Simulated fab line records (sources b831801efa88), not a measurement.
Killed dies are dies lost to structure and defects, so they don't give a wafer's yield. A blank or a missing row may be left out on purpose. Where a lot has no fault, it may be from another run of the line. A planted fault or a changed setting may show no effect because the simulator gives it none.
fab line records + flow sky130
[record]
- lots = 6
- wafers = 18
- last_day = 50
route steps=708 shown VT_ADJUST_LVTN@98 PAD_OPEN@708
lots that met no fault: from a run of the same line without faults
start_h: hours from the record's first day to the start of the lot's first wafer shown + wait_h: time in hours since the lot's previous step + " repeats the value in the row above + L1.1+2: a single row standing in for several wafers + - either no value or no given start + * or withheld: withheld + < > ~ a bound
route shown NAME@n: a module of which the file shows steps, and the number in the route of the first + usual: mean/standard deviation taken from wafers without a fault + same: alike in all rows + chamber/n: place in a boat + sites: readings site by site + _std_site: standard deviation of those values + _edge_site: outer sites' mean less inner sites' + radius_mm: how far each site lies from the wafer's centre + mask NAME#n: copy n + behind: tool/chamber where the wafer was last shaped + hold: what put the lot on hold/how long, in hours/how the hold closed + device: transistor that didn't switch, given as n, p or np + end of line: at the end of the route, the tests of the same wafers + a step with no rows: only its recipe + killed: dies lost to structure and defects at the first sort, not the wafer's yield + map: the dies of a wafer, with x for killed, . for not killed, _ for no die there
set.NAME: the setting that was run; set.NAME@STEP: the one run at that earlier step + model.NAME: the simulator's own value behind a step, which no gauge read
lots seen at some steps along the route; tables by step, rows by wafer
services: when a tool's chamber went out of use (start_h, in hours from the record's first day, below 0 if earlier), for how many hours, and the reason
[[steps]]
[step SKY_VT_ADJUST_LVTN_HMDS_01]
[recipe]
- prime_time_s = 60
- prime_temp_c = 120
[step SKY_VT_ADJUST_LVTN_COAT_02]
[recipe]
- spin_rpm = 2000
- resist_thk_nm = 3000
[step SKY_VT_ADJUST_LVTN_SOFTBAKE_03]
[recipe]
- temp_c = 110
- time_s = withheld
[step SKY_VT_ADJUST_LVTN_EXPOSE_04]
[recipe]
- mask_id = NWM_COMPLEMENT_LESS_NATIVE
- na = 0.6
- source_shape = conventional
- sigma_outer = 0.6
- polarization = unpolarized
- target_cd_nm = 840
- dose_mj = 194
[step SKY_VT_ADJUST_LVTN_PEB_05]
[recipe]
- temp_c = 115
- time_s = withheld
[step SKY_VT_ADJUST_LVTN_DEVELOP_06]
[recipe]
- wall_angle_deg = 90
- developer = TMAH
- develop_time_s = 60
- dev_temp_c = 23
[step SKY_VT_ADJUST_LVTN_OVL_MEAS_07]
[usual]
- VT_ADJUST_LVTN_OVL = -1.0/1.2
| lot.wafer | tool       | chamber | start_h | wait_h | VT_ADJUST_LVTN_OVL[nm] |
|-----------|------------|---------|---------|--------|------------------------|
| L423.3    | overlay-01 | -       | 142.71  | -      | 0.0                    |
| L423.4    | "          | -       | "       | "      | -0.1                   |
| L423.6    | "          | -       | "       | "      | -0.2                   |
| L431.1    | overlay-02 | -       | 200.60  | -      | -1.0                   |
| L431.2    | "          | -       | "       | "      | -2.4                   |
| L431.3    | "          | -       | "       | "      | -0.9                   |
| L432.1    | overlay-02 | -       | 204.40  | -      | -1.4                   |
| L432.2    | "          | -       | "       | "      | -1.5                   |
| L432.4    | "          | -       | "       | "      | -1.6                   |
| L436.3    | overlay-01 | -       | 232.42  | -      | -1.6                   |
| L436.4    | "          | -       | "       | "      | -0.2                   |
| L436.6    | "          | -       | "       | "      | -0.8                   |
| L439.2    | overlay-02 | -       | 267.66  | -      | -0.7                   |
| L439.5    | "          | -       | "       | "      | -2.6                   |
| L439.6    | "          | -       | "       | "      | -1.6                   |
| L445.1    | overlay-02 | -       | 296.46  | -      | 1.1                    |
| L445.3    | "          | -       | "       | "      | 1.1                    |
| L445.4    | "          | -       | "       | "      | -0.6                   |
[step SKY_VT_ADJUST_LVTN_IMPLANT_08]
[recipe]
- species = B
- energy_kev = 30
- dose_cm2 = 1.57e+12
- tilt_deg = withheld
[step SKY_VT_ADJUST_LVTN_STRIP_09]
[recipe]
- chemistry = O2/N2
- power_w = 1400
- pressure_mtorr = 1500
- platen_temp_c = withheld
- o2_flow_sccm = 3000
- n2_flow_sccm = 300
- overash_fraction = 0.5
[usual]
- drypump_motor_current_A = 5.42/0.17
- oes_product_au = 0.722/0.0046
- strip_time_to_endpoint_s = 36.98/0.097
| lot.wafer | tool            | chamber | start_h | wait_h | drypump_motor_current_A | oes_product_au | rf_hours_counter_h | strip_time_to_endpoint_s |
|-----------|-----------------|---------|---------|--------|-------------------------|----------------|--------------------|--------------------------|
| L423.3    | plasma_asher-01 | 0       | 142.92  | 0.1    | 5.23                    | 0.729          | -                  | 37.04                    |
| L423.4    | "               | 1       | "       | "      | 5.35                    | 0.722          | -                  | 37.03                    |
| L423.6    | "               | 1       | "       | "      | 5.32                    | 0.719          | -                  | 36.95                    |
| L431.1    | plasma_asher-01 | 0       | 200.79  | 0.1    | 5.25                    | 0.717          | 53                 | 37.06                    |
| L431.2    | "               | 1       | "       | "      | 5.36                    | 0.726          | 53                 | 37.04                    |
| L431.3    | "               | 1       | "       | "      | 5.35                    | 0.717          | -                  | 37.06                    |
| L432.1    | plasma_asher-04 | 1       | 204.59  | 0.1    | 5.42                    | 0.718          | 8                  | 36.86                    |
| L432.2    | "               | 0       | "       | "      | 5.60                    | 0.727          | 8                  | 36.73                    |
| L432.4    | "               | 1       | "       | "      | 5.41                    | 0.723          | -                  | 36.77                    |
| L436.3    | plasma_asher-04 | 0       | 232.63  | 0.1    | 5.57                    | 0.724          | -                  | 37.01                    |
| L436.4    | "               | 1       | "       | "      | 5.40                    | 0.727          | -                  | 37.08                    |
| L436.6    | "               | 1       | "       | "      | 5.43                    | 0.714          | -                  | 37.03                    |
| L439.2    | plasma_asher-04 | 0       | 267.84  | 0.1    | 5.56                    | 0.725          | 15                 | 36.89                    |
| L439.5    | "               | 1       | "       | "      | 5.42                    | 0.721          | -                  | 36.94                    |
| L439.6    | "               | 0       | "       | "      | 5.60                    | 0.722          | -                  | 36.90                    |
| L445.1    | plasma_asher-01 | 1       | 296.65  | 0.1    | 5.32                    | 0.713          | 60                 | 36.90                    |
| L445.3    | "               | 1       | "       | "      | 5.32                    | 0.719          | -                  | 36.94                    |
| L445.4    | "               | 0       | "       | "      | 5.27                    | 0.722          | -                  | 36.83                    |
[step SKY_VT_ADJUST_LVTN_TW_MEAS_10]
[usual]
- VT_ADJUST_LVTN_TW = 242.4/1.7
| lot.wafer | tool          | chamber | start_h | wait_h | VT_ADJUST_LVTN_TW |
|-----------|---------------|---------|---------|--------|-------------------|
| L423.3    | film_metro-03 | -       | 143.01  | 0.1    | 242.8             |
| L423.4    | "             | -       | "       | "      | 243.8             |
| L423.6    | "             | -       | "       | "      | 242.9             |
| L431.1    | film_metro-02 | -       | 200.89  | 0.1    | 239.9             |
| L431.2    | "             | -       | "       | "      | 239.9             |
| L431.3    | "             | -       | "       | "      | 240.7             |
| L432.1    | film_metro-03 | -       | 204.69  | 0.1    | 245.3             |
| L432.2    | "             | -       | "       | "      | 246.0             |
| L432.4    | "             | -       | "       | "      | 245.0             |
| L436.3    | film_metro-03 | -       | 232.72  | 0.1    | 243.9             |
| L436.4    | "             | -       | "       | "      | 244.5             |
| L436.6    | "             | -       | "       | "      | 244.8             |
| L439.2    | film_metro-04 | -       | 267.95  | 0.1    | 243.7             |
| L439.5    | "             | -       | "       | "      | 242.5             |
| L439.6    | "             | -       | "       | "      | 242.9             |
| L445.1    | film_metro-04 | -       | 296.75  | 0.1    | 241.9             |
| L445.3    | "             | -       | "       | "      | 241.2             |
| L445.4    | "             | -       | "       | "      | 241.4             |
[step SKY_VT_ADJUST_LVTN_DEHYDRATE_11]
[recipe]
- temp_c = 200
- time_s = 60
[step SKY_VT_ADJUST_LVTN_HMDS_12]
[recipe]
- prime_time_s = 60
- prime_temp_c = 120
[step SKY_VT_ADJUST_LVTN_COAT_13]
[recipe]
- resist = NOVOLAK
- spin_rpm = 3000
- resist_thk_nm = 1140
[usual]
- spin_speed_rpm = 3000.0/2
| lot.wafer | tool           | chamber | start_h | wait_h | spin_speed_rpm | model.NOVOLAK_of_VT_ADJUST_LVTN_COAT_13.thk_nm |
|-----------|----------------|---------|---------|--------|----------------|------------------------------------------------|
| L423.3    | litho_track-03 | 0       | 151.85  | 0.1    | 3000.5         | 1143                                           |
| L423.4    | "              | 0       | "       | "      | 2999.1         | 1145                                           |
| L423.6    | "              | 0       | "       | "      | 2999.0         | 1145                                           |
| L431.1    | litho_track-04 | 0       | 211.20  | 0.1    | 3059.6         | 1126                                           |
| L431.2    | "              | 0       | "       | "      | 3060.3         | 1131                                           |
| L431.3    | "              | 0       | "       | "      | 3062.9         | 1130                                           |
| L432.1    | litho_track-04 | 0       | 215.45  | 0.1    | 3058.7         | 1129                                           |
| L432.2    | "              | 0       | "       | "      | 3061.2         | 1130                                           |
| L432.4    | "              | 0       | "       | "      | 3059.8         | 1134                                           |
| L436.3    | litho_track-01 | 0       | 243.76  | 0.1    | 2998.3         | 1142                                           |
| L436.4    | "              | 0       | "       | "      | 2999.9         | 1142                                           |
| L436.6    | "              | 0       | "       | "      | 3002.3         | 1143                                           |
| L439.2    | litho_track-03 | 0       | 280.38  | 0.1    | 3000.8         | 1139                                           |
| L439.5    | "              | 0       | "       | "      | 3000.3         | 1138                                           |
| L439.6    | "              | 0       | "       | "      | 3000.9         | 1139                                           |
| L445.1    | litho_track-04 | 0       | 309.20  | 0.1    | 3002.5         | 1138                                           |
| L445.3    | "              | 0       | "       | "      | 3000.9         | 1138                                           |
| L445.4    | "              | 0       | "       | "      | 3002.4         | 1139                                           |
[step SKY_VT_ADJUST_LVTN_SOFTBAKE_14]
[recipe]
- temp_c = 90
- time_s = 60
- resist = NOVOLAK
[step SKY_VT_ADJUST_LVTN_EXPOSE_15]
[recipe]
- mask_id = HVN_STD_DERIVED
- na = 0.6
- source_shape = conventional
- sigma_outer = 0.6
- polarization = unpolarized
- target_cd_nm = 600
- dose_mj = 163
[step SKY_VT_ADJUST_LVTN_PEB_16]
[recipe]
- temp_c = withheld
- time_s = *
- resist = NOVOLAK
[step SKY_VT_ADJUST_LVTN_DEVELOP_17]
[recipe]
- resist = NOVOLAK
- developer = TMAH
- develop_time_s = 60
- dev_temp_c = 23
| lot.wafer | tool           | chamber | start_h | wait_h | model.NOVOLAK_of_VT_ADJUST_LVTN_COAT_13.thk_nm |
|-----------|----------------|---------|---------|--------|------------------------------------------------|
| L423.3    | litho_track-03 | 0       | 161.65  | 0.1    | 1143                                           |
| L423.4+6  | "              | 0       | "       | "      | 1145                                           |
| L431.1    | litho_track-01 | 0       | 222.11  | 0.1    | 1125                                           |
| L431.2+3  | "              | 0       | "       | "      | 1130                                           |
| L432.1    | litho_track-04 | 0       | 226.45  | 0.1    | 1128                                           |
| L432.2    | "              | 0       | "       | "      | 1130                                           |
| L432.4    | "              | 0       | "       | "      | 1134                                           |
| L436.3+4  | litho_track-04 | 0       | 255.00  | 0.1    | 1142                                           |
| L436.6    | "              | 0       | "       | "      | 1143                                           |
| L439.2+5  | litho_track-04 | 0       | 292.93  | 0.1    | 1138                                           |
| L439.6    | "              | 0       | "       | "      | 1139                                           |
| L445.1+3  | litho_track-04 | 0       | 321.95  | 0.1    | 1138                                           |
| L445.4    | "              | 0       | "       | "      | 1139                                           |
[step SKY_VT_ADJUST_LVTN_OVL_MEAS_18]
[usual]
- VT_ADJUST_LVTN_01_OVL = -0.1/1.2
| lot.wafer | tool       | chamber | start_h | wait_h | VT_ADJUST_LVTN_01_OVL[nm] |
|-----------|------------|---------|---------|--------|---------------------------|
| L423.3    | overlay-02 | -       | 161.77  | 0.1    | 0.3                       |
| L423.4    | "          | -       | "       | "      | -1.1                      |
| L423.6    | "          | -       | "       | "      | 1.5                       |
| L431.1    | overlay-02 | -       | 222.26  | 0.1    | -1.2                      |
| L431.2    | "          | -       | "       | "      | -1.6                      |
| L431.3    | "          | -       | "       | "      | 0.1                       |
| L432.1    | overlay-02 | -       | 226.60  | 0.1    | -0.1                      |
| L432.2    | "          | -       | "       | "      | -2.4                      |
| L432.4    | "          | -       | "       | "      | -0.2                      |
| L436.3    | overlay-01 | -       | 255.11  | 0.1    | 1.4                       |
| L436.4    | "          | -       | "       | "      | -0.8                      |
| L436.6    | "          | -       | "       | "      | 0.9                       |
| L439.2    | overlay-01 | -       | 293.06  | 0.1    | 1.3                       |
| L439.5    | "          | -       | "       | "      | 1.5                       |
| L439.6    | "          | -       | "       | "      | 3.5                       |
| L445.1    | overlay-01 | -       | 322.10  | 0.1    | 0.0                       |
| L445.3    | "          | -       | "       | "      | 0.6                       |
| L445.4    | "          | -       | "       | "      | 1.6                       |
[step SKY_VT_ADJUST_LVTN_IMPLANT_19]
[recipe]
- species = B
- energy_kev = 30
- dose_cm2 = 6.5e+11
- tilt_deg = withheld
[step SKY_VT_ADJUST_LVTN_STRIP_20]
[recipe]
- chemistry = O2/N2
- power_w = 1400
- pressure_mtorr = 1500
- platen_temp_c = withheld
- o2_flow_sccm = 3000
- n2_flow_sccm = 300
- overash_fraction = 0.5
[usual]
- drypump_motor_current_A = 5.49/0.16
- oes_product_au = 0.716/0.0046
- strip_time_to_endpoint_s = 14.19/0.036
| lot.wafer | tool            | chamber | start_h | wait_h | drypump_motor_current_A | oes_product_au | rf_hours_counter_h | strip_time_to_endpoint_s |
|-----------|-----------------|---------|---------|--------|-------------------------|----------------|--------------------|--------------------------|
| L423.3    | plasma_asher-01 | 1       | 161.97  | 0.1    | 5.36                    | 0.706          | -                  | 14.21                    |
| L423.4    | "               | 0       | "       | "      | 5.21                    | 0.719          | -                  | 14.23                    |
| L423.6    | "               | 0       | "       | "      | 5.23                    | 0.722          | -                  | 14.25                    |
| L431.1    | plasma_asher-02 | 1       | 222.45  | 0.1    | 5.56                    | 0.719          | 39                 | 14.00                    |
| L431.2    | "               | 0       | "       | "      | 5.82                    | 0.721          | 39                 | 14.06                    |
| L431.3    | "               | 1       | "       | "      | 5.57                    | 0.719          | -                  | 14.07                    |
| L432.1    | plasma_asher-01 | 0       | 226.79  | 0.1    | 5.25                    | 0.717          | 55                 | 14.05                    |
| L432.2    | "               | 1       | "       | "      | 5.33                    | 0.715          | 55                 | 14.06                    |
| L432.4    | "               | 0       | "       | "      | 5.24                    | 0.710          | -                  | 14.12                    |
| L436.3    | plasma_asher-02 | 1       | 255.47  | 0.1    | 5.55                    | 0.717          | -                  | 14.21                    |
| L436.4    | "               | 0       | "       | "      | 5.82                    | 0.726          | -                  | 14.20                    |
| L436.6    | "               | 1       | "       | "      | 5.56                    | 0.707          | -                  | 14.22                    |
| L439.2    | plasma_asher-04 | 1       | 293.24  | 0.1    | 5.40                    | 0.717          | 18                 | 14.15                    |
| L439.5    | "               | 0       | "       | "      | 5.59                    | 0.709          | -                  | 14.15                    |
| L439.6    | "               | 1       | "       | "      | 5.42                    | 0.714          | -                  | 14.17                    |
| L445.1    | plasma_asher-04 | 0       | 322.29  | 0.1    | 5.60                    | 0.712          | 21                 | 14.15                    |
| L445.3    | "               | 1       | "       | "      | 5.41                    | 0.713          | -                  | 14.15                    |
| L445.4    | "               | 0       | "       | "      | 5.59                    | 0.710          | -                  | 14.17                    |
[step SKY_VT_ADJUST_LVTN_TW_MEAS_21]
[usual]
- VT_ADJUST_LVTN_2_TW = 188.9/1.5
| lot.wafer | tool          | chamber | start_h | wait_h | VT_ADJUST_LVTN_2_TW |
|-----------|---------------|---------|---------|--------|---------------------|
| L423.3    | film_metro-03 | -       | 162.06  | 0.1    | 189.3               |
| L423.4    | "             | -       | "       | "      | 189.5               |
| L423.6    | "             | -       | "       | "      | 189.4               |
| L431.1    | film_metro-04 | -       | 222.55  | 0.1    | 187.4               |
| L431.2    | "             | -       | "       | "      | 188.1               |
| L431.3    | "             | -       | "       | "      | 187.3               |
| L432.1    | film_metro-04 | -       | 226.89  | 0.1    | 187.2               |
| L432.2    | "             | -       | "       | "      | 188.0               |
| L432.4    | "             | -       | "       | "      | 187.9               |
| L436.3    | film_metro-03 | -       | 255.56  | 0.1    | 189.4               |
| L436.4    | "             | -       | "       | "      | 189.3               |
| L436.6    | "             | -       | "       | "      | 188.8               |
| L439.2    | film_metro-02 | -       | 293.35  | 0.1    | 187.1               |
| L439.5    | "             | -       | "       | "      | 187.2               |
| L439.6    | "             | -       | "       | "      | 186.6               |
| L445.1    | film_metro-03 | -       | 322.39  | 0.1    | 189.1               |
| L445.3    | "             | -       | "       | "      | 189.8               |
| L445.4    | "             | -       | "       | "      | 189.6               |
[step SKY_PAD_OPEN_PROBE_99]
[usual]
- killed_at_M0_to_M3 = 42/6.3
- killed_at_M4_up = 3.2/1.9
- killed_at_contacts = 24/5.8
- killed_at_front_end = 15/4.3
- killed_at_other = 0.2/0.62
- killed_dies = 85/9.3
- killed_on_rim = 16/3.3
- killed_open = 46/6.8
- killed_short = 38/6.1
[same]
- gross_dies = 492
- killed_at_back_side = 0
| lot.wafer | tool      | chamber | start_h | wait_h | killed_at_M0_to_M3 | killed_at_M4_up | killed_at_contacts | killed_at_front_end | killed_at_other | killed_dies | killed_on_rim | killed_open | killed_short |
|-----------|-----------|---------|---------|--------|--------------------|-----------------|--------------------|---------------------|-----------------|-------------|---------------|-------------|--------------|
| L431.1    | prober-01 | -       | 1120.93 | 0.1    | 47                 | 2               | 29                 | 10                  | 1               | 89          | 19            | 50          | 39           |
| L431.2    | prober-01 | -       | 1120.98 | 0.1    | 45                 | 2               | 18                 | 19                  | 1               | 85          | 18            | 49          | 36           |
| L431.3    | prober-01 | -       | 1121.03 | 0.2    | 45                 | 2               | 19                 | 18                  | 0               | 84          | 18            | 56          | 28           |
| L432.1    | prober-02 | -       | 1127.24 | 0.1    | 35                 | 3               | 23                 | 24                  | 0               | 85          | 11            | 39          | 46           |
| L432.2    | prober-02 | -       | 1127.29 | 0.1    | 40                 | 5               | 20                 | 19                  | 1               | 85          | 13            | 52          | 33           |
| L432.4    | prober-02 | -       | 1127.39 | 0.2    | 31                 | 0               | 18                 | 17                  | 1               | 67          | 13            | 37          | 30           |
| L436.3    | prober-02 | -       | 1148.64 | 0.2    | 39                 | 4               | 14                 | 13                  | 1               | 71          | 9             | 38          | 32           |
| L436.4    | prober-02 | -       | 1148.69 | 0.2    | 51                 | 1               | 17                 | 8                   | 0               | 77          | 12            | 41          | 36           |
| L436.6    | prober-02 | -       | 1148.79 | 0.2    | 33                 | 2               | 21                 | 14                  | 0               | 70          | 18            | 42          | 28           |
| L445.1    | prober-01 | -       | 1193.52 | 0.1    | 49                 | 3               | 21                 | 27                  | 1               | 101         | 16            | 56          | 43           |
| L445.3    | prober-01 | -       | 1193.62 | 0.2    | 42                 | 3               | 36                 | 13                  | 0               | 94          | 18            | 55          | 37           |
| L445.4    | prober-01 | -       | 1193.67 | 0.2    | 31                 | 3               | 20                 | 17                  | 0               | 71          | 13            | 35          | 36           |
// killed by level:class
L431.1 CONTACT:geometric_particle:open=15 METAL1:geometric_particle:short=13 VIA1:geometric_particle:open=10 LI_CONTACT:geometric_particle:open=6 VIA2:geometric_particle:open=5 VIA3:geometric_particle:open=5 CONTACT:geometric_particle:short=4 METAL2:geometric_particle:short=3
L431.2 VIA3:geometric_particle:open=10 VIA1:geometric_particle:open=8 CONTACT:geometric_particle:short=7 VIA2:geometric_particle:open=7 LI_CONTACT:geometric_particle:open=6 VIA3:geometric_particle:short=6 POLY_GATE:geometric_particle:open=5 CONTACT:geometric_particle:open=5
L431.3 VIA1:geometric_particle:open=14 CONTACT:geometric_particle:open=10 VIA2:geometric_particle:open=8 VIA3:geometric_particle:open=8 POLY_GATE:geometric_particle:open=5 METAL2:geometric_particle:short=5 LI_CONTACT:geometric_particle:open=4 FIELD_ISO:geometric_particle:open=3
L432.1 FIELD_ISO:geometric_particle:open=9 METAL2:geometric_particle:short=8 VIA1:geometric_particle:open=8 CONTACT:geometric_particle:short=7 CONTACT:geometric_particle:open=7 LOCAL_INTERCONNECT:geometric_particle:short=6 VIA2:geometric_particle:short=5 FIELD_ISO:geometric_particle:short=4
L432.2 CONTACT:geometric_particle:open=9 VIA1:geometric_particle:open=8 FIELD_ISO:geometric_particle:open=7 METAL1:geometric_particle:short=7 VIA3:geometric_particle:open=7 LI_CONTACT:geometric_particle:open=6 FIELD_ISO:geometric_particle:short=5 METAL1:geometric_particle:open=4
L432.4 FIELD_ISO:geometric_particle:open=6 VIA3:geometric_particle:open=6 VIA2:geometric_particle:open=5 LI_CONTACT:geometric_particle:open=5 LOCAL_INTERCONNECT:geometric_particle:short=5 CONTACT:geometric_particle:open=5 FIELD_ISO:geometric_particle:short=4 VIA2:geometric_particle:short=4
L436.3 VIA1:geometric_particle:open=12 CONTACT:geometric_particle:open=6 VIA2:geometric_particle:open=6 LI_CONTACT:geometric_particle:open=5 POLY_GATE:geometric_particle:short=4 VIA1:geometric_particle:short=4 VIA3:geometric_particle:short=4 VIA3:geometric_particle:open=4
L436.4 VIA3:geometric_particle:open=11 METAL2:geometric_particle:short=10 VIA1:geometric_particle:open=8 LI_CONTACT:geometric_particle:open=7 CONTACT:geometric_particle:open=5 VIA2:geometric_particle:short=5 POLY_GATE:geometric_particle:open=4 METAL1:geometric_particle:short=4
L436.6 LI_CONTACT:geometric_particle:open=10 VIA2:geometric_particle:open=6 METAL3:geometric_particle:short=6 METAL1:geometric_particle:short=5 CONTACT:geometric_particle:open=5 VIA1:geometric_particle:open=5 FIELD_ISO:geometric_particle:open=4 POLY_GATE:geometric_particle:open=4
L445.1 VIA1:geometric_particle:open=12 CONTACT:geometric_particle:open=11 FIELD_ISO:geometric_particle:open=7 METAL1:geometric_particle:short=7 FIELD_ISO:geometric_particle:short=5 SPACER:geometric_particle:open=5 VIA1:geometric_particle:short=5 METAL2:geometric_particle:short=5
L445.3 VIA1:geometric_particle:open=12 CONTACT:geometric_particle:open=9 LI_CONTACT:geometric_particle:open=8 LOCAL_INTERCONNECT:geometric_particle:short=7 POLY_GATE:geometric_particle:open=6 CONTACT:geometric_particle:short=6 METAL2:geometric_particle:short=6 VIA3:geometric_particle:open=6
L445.4 METAL1:geometric_particle:short=7 LI_CONTACT:geometric_particle:open=6 VIA2:geometric_particle:open=6 POLY_GATE:geometric_particle:short=5 POLY_GATE:geometric_particle:open=5 METAL2:geometric_particle:short=4 LOCAL_INTERCONNECT:geometric_particle:short=4 VIA1:geometric_particle:short=4
[[services]]
| tool            | chamber | start_h | hours | kind                      |
|-----------------|---------|---------|-------|---------------------------|
| litho_track-01  | -       | 130.69  | -     | consumable_replace:filter |
| plasma_asher-04 | -       | 160.57  | 2.8   | repair                    |
| plasma_asher-01 | -       | 247.52  | 18.3  | repair                    |
[[key]]
[first_sign]
- step = SKY_VT_ADJUST_LVTN_COAT_13
- reading = spin_speed_rpm
- direction = up
- sigmas = 30
- usual = 3000.0
- struck = 3060.4
[effect]
- step = SKY_VT_ADJUST_LVTN_STRIP_20
- reading = strip_time_to_endpoint_s
- direction = down
- sigmas = 3.5
- usual = *
- struck = *
[model_effect]
- step = SKY_VT_ADJUST_LVTN_COAT_13
- value = NOVOLAK_of_VT_ADJUST_LVTN_COAT_13.thk_nm
- without = 1141
- struck = 1130
[model_effect]
- step = SKY_VT_ADJUST_LVTN_DEVELOP_17
- value = NOVOLAK_of_VT_ADJUST_LVTN_COAT_13.thk_nm
- without = 1141
- struck = 1130
met_at SKY_VT_ADJUST_LVTN_COAT_13
struck_wafers L431.1,L431.2,L431.3,L432.1,L432.2,L432.4
tester_left_out L431,L432
[fault]
- kind = process_parameter_drift
- tool = litho_track-04
- chamber = -
- onset_h = 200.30
- steps = SKY_VT_ADJUST_LVTN_COAT_13
- channel = spin_rpm
- offset = 61.631
- shape = step
- end_h = 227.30
- acts_in = these_recipes_only
- stated = 3000
// tester_left_out: of these lots the tester's yield and bins aren't shown, on N5 and GAA mostly nor the transistor test; their killed dies are dies lost to structure and defects alone, not to doping, threshold or leakage, so they don't give the yield
